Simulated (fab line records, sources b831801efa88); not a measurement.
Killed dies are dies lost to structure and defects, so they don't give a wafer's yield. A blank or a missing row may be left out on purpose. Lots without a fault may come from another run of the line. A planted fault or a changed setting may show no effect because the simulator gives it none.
Chamber matching | flow gf180mcu | GF_V5_CMP_26 on cmp-01: 4 sister chambers
The step polishes, stops on SiO2, t overpolish 15 s, target thk 0 nm. 4 wafers are shown with their chamber, then 10 later ones without.

WAFERS WITH THEIR CHAMBER
wafer  | chamber | motor_current_A (A)
L472.5 | 3       | 10.4
L474.6 | 1       | 12.1
L479.3 | 2       | 9.5
L479.5 | 0       | 11.0

WAFERS WITHOUT THEIR CHAMBER
wafer  | motor_current_A (A)
L479.6 | 12.2
L480.1 | 9.7
L480.3 | 12.1
L480.6 | 9.8
L483.1 | 9.9
L483.3 | 9.7
L483.6 | 10.0
L484.1 | 9.2
L484.2 | 12.5
L484.4 | 9.7

WHICH CHAMBER EACH WENT THROUGH
wafer  | from the rows above     | in truth
L479.6 | 1                       | 1
L480.1 | can't be placed: 2 or 3 | 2
L480.3 | 1                       | 1
L480.6 | can't be placed: 2 or 3 | 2
L483.1 | can't be placed: 2 or 3 | 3
L483.3 | can't be placed: 2 or 3 | 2
L483.6 | can't be placed: 3 or 2 | 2
L484.1 | 2                       | 2
L484.2 | 1                       | 1
L484.4 | can't be placed: 2 or 3 | 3
Placed correctly: 4 of 10. Can't be placed from these rows: 6 (the true chamber is among the candidates in 6). Placed wrongly: 0.
How it was worked out, from the rows above alone: a wafer's distance from a chamber is the root of the sum, over the readings, of the square of ((its reading less the chamber's mean) divided by the reading's scatter). The wafer belongs to the nearest chamber; if the next one is less than 2 further off, it can't be placed. A chamber's mean is the mean of its shown wafers. The scatter: with one shown wafer a chamber, the root of the mean of the squares of how far each hidden wafer lies from its nearest shown one.
